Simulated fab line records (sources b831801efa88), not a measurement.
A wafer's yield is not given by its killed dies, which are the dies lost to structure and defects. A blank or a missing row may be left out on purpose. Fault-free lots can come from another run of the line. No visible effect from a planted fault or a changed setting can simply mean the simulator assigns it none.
fab line records | flow sky130
record: lots: 6 | wafers: 18 | last_day: 50
route steps=708 shown VT_ADJUST_PCH@145 SONOS_TUNNEL@154 PAD_OPEN@708
lots untouched by any fault: they come from a run of this same line in which no faults occurred
start_h: the number of hours between the record's first day and the start of the first shown wafer of the lot | wait_h: time in hours since the lot's previous step | " repeats the value in the row above | L1.1+2: several wafers, shown together as one row | - no value, or no start was given | * or withheld: withheld | < > ~ a bound
route shown NAME@n: a module of which the file shows steps, and the number in the route of the first | usual: the fault-free wafers' mean and standard deviation | same: alike in all rows | chamber/n: place in a boat | sites: the reading at each site | _std_site: the values' standard deviation | _edge_site: the outer-site mean with the inner-site mean subtracted | radius_mm: for every site, how far away it sits from the centre of the wafer | mask NAME#n: copy n | behind: the last tool/chamber to shape the wafer | hold: reason for holding the lot/hours on hold/outcome of the hold | device: names the non-switching transistor (n, p or np) | end of line: tests of these same wafers at the route's end | step lacking rows: just its recipe | killed: not the wafer's yield, but the dies lost to structure and defects at the first sort | map: a wafer's dies, x killed, . not, _ none there
set.NAME: setting as actually run; set.NAME@STEP: the setting as run at that earlier step | model.NAME: the simulator's own value behind a step, which no gauge read
certain route steps with their lots: each step a table, each wafer a row
services: when a tool's chamber went out of use (start_h, in hours from the record's first day, below 0 if earlier), for how many hours, and the reason
== steps ==
step: SKY_VT_ADJUST_PCH_COAT_02
recipe: spin_rpm: 2000 | resist_thk_nm: 3000
step: SKY_VT_ADJUST_PCH_SOFTBAKE_03
recipe: temp_c: 110 | time_s: withheld
step: SKY_VT_ADJUST_PCH_EXPOSE_04
recipe: mask_id: NWM | na: 0.6 | source_shape: conventional | sigma_outer: 0.6 | polarization: unpolarized | target_cd_nm: 840 | dose_mj: 255
step: SKY_VT_ADJUST_PCH_PEB_05
recipe: temp_c: 115 | time_s: withheld
step: SKY_VT_ADJUST_PCH_DEVELOP_06
recipe: wall_angle_deg: 90 | developer: TMAH | develop_time_s: 60 | dev_temp_c: 23
step: SKY_VT_ADJUST_PCH_OVL_MEAS_07
usual: VT_ADJUST_PCH_OVL: -0.4/1.5
lot.wafer | tool       | chamber | start_h | wait_h | VT_ADJUST_PCH_OVL[nm]
L849.1    | overlay-01 | -       | 232.10  | -      | -2.5
L849.2    | "          | -       | "       | "      | -4.8
L849.5    | "          | -       | "       | "      | -3.9
L853.4    | overlay-02 | -       | 253.90  | -      | -1.0
L853.5    | "          | -       | "       | "      | 0.5
L853.6    | "          | -       | "       | "      | -0.6
L865.3    | overlay-02 | -       | 340.66  | -      | -1.0
L865.4    | "          | -       | "       | "      | -0.3
L865.6    | "          | -       | "       | "      | -0.8
L867.1    | overlay-02 | -       | 358.34  | -      | -1.1
L867.4    | "          | -       | "       | "      | -0.5
L867.6    | "          | -       | "       | "      | -1.2
L869.1    | overlay-02 | -       | 374.14  | -      | -0.5
L869.5    | "          | -       | "       | "      | -2.0
L869.6    | "          | -       | "       | "      | -0.9
L871.1    | overlay-02 | -       | 392.44  | -      | 0.0
L871.4    | "          | -       | "       | "      | 0.0
L871.6    | "          | -       | "       | "      | -1.1
step: SKY_VT_ADJUST_PCH_IMPLANT_08
recipe: species: B | energy_kev: 10 | dose_cm2: 5e+11 | tilt_deg: withheld
step: SKY_VT_ADJUST_PCH_STRIP_09
recipe: chemistry: O2/N2 | power_w: 1400 | pressure_mtorr: 1500 | platen_temp_c: withheld | o2_flow_sccm: 3000 | n2_flow_sccm: 300 | overash_fraction: 0.5
usual: drypump_motor_current_A: 5.7/0.37 | oes_product_au: 0.722/0.0052 | strip_time_to_endpoint_s: 36.93/0.11
lot.wafer | tool            | chamber | start_h | wait_h | drypump_motor_current_A | oes_product_au | rf_hours_counter_h | strip_time_to_endpoint_s
L849.1    | plasma_asher-03 | 0       | 232.28  | 0.1    | 5.3                     | 0.724          | 40                 | 37.12
L849.2    | "               | 1       | "       | "      | 5.2                     | 0.727          | 40                 | 37.12
L849.5    | "               | 1       | "       | "      | 5.2                     | 0.720          | -                  | 36.96
L853.4    | plasma_asher-02 | 0       | 254.10  | 0.1    | 5.6                     | 0.715          | -                  | 36.76
L853.5    | "               | 0       | "       | "      | 5.6                     | 0.721          | -                  | 36.82
L853.6    | "               | 1       | "       | "      | 6.4                     | 0.715          | -                  | 36.83
L865.3    | plasma_asher-03 | 0       | 340.87  | 0.1    | 5.3                     | 0.720          | -                  | 37.03
L865.4    | "               | 1       | "       | "      | 5.2                     | 0.722          | -                  | 37.00
L865.6    | "               | 0       | "       | "      | 5.3                     | 0.728          | -                  | 37.04
L867.1    | plasma_asher-02 | 1       | 358.52  | 0.1    | 6.4                     | 0.716          | 68                 | 36.87
L867.4    | "               | 1       | "       | "      | 6.4                     | 0.721          | -                  | 36.81
L867.6    | "               | 0       | "       | "      | 5.6                     | 0.719          | -                  | 36.87
L869.1    | plasma_asher-02 | 1       | 374.32  | 0.1    | 6.4                     | 0.729          | 70                 | 36.80
L869.5    | "               | 0       | "       | "      | 5.7                     | 0.724          | -                  | 36.81
L869.6    | "               | 1       | "       | "      | 6.4                     | 0.723          | -                  | 36.81
L871.1    | plasma_asher-04 | 0       | 392.62  | 0.1    | 5.7                     | 0.716          | 26                 | 36.99
L871.4    | "               | 0       | "       | "      | 5.7                     | 0.721          | -                  | 37.06
L871.6    | "               | 0       | "       | "      | 5.7                     | 0.720          | -                  | 37.19
step: SKY_VT_ADJUST_PCH_TW_MEAS_10
usual: VT_ADJUST_PCH_TW: 143.2/0.64
lot.wafer | tool          | chamber | start_h | wait_h | VT_ADJUST_PCH_TW
L849.1    | film_metro-01 | -       | 232.40  | 0.1    | 142.8
L849.2    | "             | -       | "       | "      | 143.0
L849.5    | "             | -       | "       | "      | 142.3
L853.4    | film_metro-02 | -       | 254.20  | 0.1    | 143.2
L853.5    | "             | -       | "       | "      | 142.8
L853.6    | "             | -       | "       | "      | 142.4
L865.3    | film_metro-04 | -       | 340.95  | 0.1    | 143.6
L865.4    | "             | -       | "       | "      | 144.0
L865.6    | "             | -       | "       | "      | 143.5
L867.1    | film_metro-02 | -       | 358.62  | 0.1    | 142.8
L867.4    | "             | -       | "       | "      | 143.2
L867.6    | "             | -       | "       | "      | 142.8
L869.1    | film_metro-04 | -       | 374.42  | 0.1    | 143.6
L869.5    | "             | -       | "       | "      | 143.9
L869.6    | "             | -       | "       | "      | 144.3
L871.1    | film_metro-01 | -       | 392.72  | 0.1    | 143.5
L871.4    | "             | -       | "       | "      | 143.1
L871.6    | "             | -       | "       | "      | 143.5
step: SKY_SONOS_TUNNEL_DEHYDRATE_00
recipe: temp_c: 200 | time_s: 60
step: SKY_SONOS_TUNNEL_HMDS_01
recipe: prime_time_s: 60 | prime_temp_c: 120
step: SKY_SONOS_TUNNEL_COAT_02
recipe: resist: NOVOLAK | spin_rpm: 3000 | resist_thk_nm: 1140
step: SKY_SONOS_TUNNEL_SOFTBAKE_03
recipe: temp_c: 90 | time_s: 60 | resist: NOVOLAK
usual: run_length_s: 89.03/0.27
lot.wafer | tool           | chamber | start_h | wait_h | run_length_s
L849.1    | litho_track-02 | 0       | 243.40  | 0.1    | 89.20
L849.2    | "              | 0       | "       | "      | 89.54
L849.5    | "              | 0       | "       | "      | 89.22
L853.4    | litho_track-02 | 0       | 265.97  | 0.1    | 89.27
L853.5    | "              | 0       | "       | "      | 89.31
L853.6    | "              | 0       | "       | "      | 89.27
L865.3    | litho_track-02 | 0       | 354.55  | 0.1    | 104.33
L865.4    | "              | 0       | "       | "      | 104.54
L865.6    | "              | 0       | "       | "      | 104.39
L867.1    | litho_track-02 | 0       | 372.25  | 0.1    | 104.33
L867.4    | "              | 0       | "       | "      | 104.48
L867.6    | "              | 0       | "       | "      | 104.38
L869.1    | litho_track-03 | 0       | 387.89  | 0.1    | 88.63
L869.5    | "              | 0       | "       | "      | 88.60
L869.6    | "              | 0       | "       | "      | 88.66
L871.1    | litho_track-03 | 0       | 407.99  | 0.1    | 88.60
L871.4    | "              | 0       | "       | "      | 88.67
L871.6    | "              | 0       | "       | "      | 88.70
step: SKY_SONOS_TUNNEL_EXPOSE_04
recipe: mask_id: TUNM | na: 0.6 | source_shape: conventional | sigma_outer: 0.6 | polarization: unpolarized | target_cd_nm: 410 | dose_mj: 136
step: SKY_PAD_OPEN_PROBE_99
usual: killed_at_M0_to_M3: 43/8 | killed_at_M4_up: 2.9/1.6 | killed_at_contacts: 26/5.2 | killed_at_front_end: 15/4.3 | killed_at_other: 0.3/0.56 | killed_dies: 87/10 | killed_open: 48/6.9 | killed_short: 40/6.5
same: gross_dies: 492 | killed_at_back_side: 0
lot.wafer | tool      | chamber | start_h | wait_h | killed_at_M0_to_M3 | killed_at_M4_up | killed_at_contacts | killed_at_front_end | killed_at_other | killed_dies | killed_open | killed_short
L853.4    | prober-02 | -       | 1099.79 | 0.2    | 45                 | 0               | 19                 | 11                  | 1               | 76          | 43          | 33
L853.5    | prober-02 | -       | 1099.84 | 0.2    | 41                 | 3               | 27                 | 12                  | 0               | 83          | 40          | 43
L853.6    | prober-02 | -       | 1099.89 | 0.2    | 42                 | 3               | 31                 | 14                  | 0               | 90          | 54          | 36
killed by level:class
L853.4 VIA1:geometric_particle:open=15 LI_CONTACT:geometric_particle:open=9 METAL2:geometric_particle:short=8 POLY_GATE:geometric_particle:short=6 METAL1:geometric_particle:short=5 VIA3:geometric_particle:open=5 CONTACT:geometric_particle:short=4 CONTACT:geometric_particle:open=4
L853.5 CONTACT:geometric_particle:open=12 VIA3:geometric_particle:open=8 VIA1:geometric_particle:open=8 METAL1:geometric_particle:short=7 LOCAL_INTERCONNECT:geometric_particle:short=6 VIA2:geometric_particle:open=6 POLY_GATE:geometric_particle:short=5 CONTACT:geometric_particle:short=4
L853.6 CONTACT:geometric_particle:open=13 VIA3:geometric_particle:open=9 LI_CONTACT:geometric_particle:open=8 VIA1:geometric_particle:open=7 POLY_GATE:geometric_particle:open=6 CONTACT:geometric_particle:short=6 METAL2:geometric_particle:short=6 METAL3:geometric_particle:short=4
== services ==
tool            | chamber | start_h | hours | kind
plasma_asher-03 | -       | 353.51  | 3.6   | repair
plasma_asher-03 | -       | 361.39  | 14.6  | pm
== key ==
first_sign: step: SKY_SONOS_TUNNEL_SOFTBAKE_03 | reading: run_length_s | direction: up | sigmas: 57 | usual: * | struck: *
effect none on later readings
met_at SKY_SONOS_TUNNEL_SOFTBAKE_03
struck_wafers L865.3,L865.4,L865.6,L867.1,L867.4,L867.6
tester_left_out L865,L867
onset_between 265.97 354.55
fault: kind: process_parameter_drift | tool: litho_track-02 | chamber: - | onset_h: 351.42 | steps: SKY_SONOS_TUNNEL_SOFTBAKE_03 | channel: time_s | offset: * | shape: step | end_h: 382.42 | acts_in: * | stated: *
tester_left_out: of these lots the tester's yield and bins aren't shown, on N5 and GAA mostly nor the transistor test; their killed dies are dies lost to structure and defects alone, not to doping, threshold or leakage, so they don't give the yield
